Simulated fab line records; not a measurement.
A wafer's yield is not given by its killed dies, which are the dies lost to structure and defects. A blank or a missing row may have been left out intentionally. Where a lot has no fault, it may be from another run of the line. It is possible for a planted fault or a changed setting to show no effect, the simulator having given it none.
Which tool did it?    flow sky130    7 lots, 21 wafers sampled, at 2 steps of a route of 708

## WHAT THE GAUGES SHOWED, per wafer
SKY_SONOS_TUNNEL_OVL_MEAS_08.
lot   measured      on          SONOS_TUNNEL_OVL (nm)
L469  day 11 16:49  overlay-02  2.2 1.2 3.2
L472  day 12 13:54  overlay-01  -0.9 -3.4 -3.8
L474  day 13 09:50  overlay-01  -0.4 -0.1 1.4
L483  day 16 16:33  overlay-02  0.4 2.4 -0.4
L485  day 16 22:50  overlay-02  -1.2 -1.1 -1.0
L487  day 17 19:39  overlay-02  -1.8 0.6 0.0
L491  day 19 01:22  overlay-01  -0.6 -2.1 -0.4

## TOOL THAT RAN EACH LOT (tool first, then ch and the chambers of the sampled wafers, then the start)
lot   SKY_VT_ADJUST_LVTN_STRIP_09
L469  plasma asher-03 ch 1, day 7 06:02
L472  plasma asher-03 ch 0,1, day 7 22:49
L474  plasma asher-02 ch 0,1, day 8 14:23
L483  plasma asher-03 ch 0,1, day 11 07:07
L485  plasma asher-03 ch 0,1, day 11 12:59
L487  plasma asher-02 ch 0,1, day 12 07:11
L491  plasma asher-01 ch 0,1, day 13 07:46
- SKY_VT_ADJUST_LVTN_STRIP_09: strips in O2/N2.

## THE ANSWER, worked out from the rows above alone
Rule: usual is defined by the lots themselves. Put in order of their means at a reading, lots are off if they are a third of the lots or fewer, leave a main group of 4 or more, and stand apart from it by a gap of 3 or more times the standard deviation of the main group's means; of several such gaps the widest counts. Not used: any main group whose means are identical at the precision the tables above print for the reading. A lot without any number at a reading at which 4 lots or more have one is off too. Any other lot the step has rows for is counted as sound.
Across all readings shown, no lot is off: no conclusion can be drawn from this.

## WHAT THE SIMULATOR HAD PUT IN
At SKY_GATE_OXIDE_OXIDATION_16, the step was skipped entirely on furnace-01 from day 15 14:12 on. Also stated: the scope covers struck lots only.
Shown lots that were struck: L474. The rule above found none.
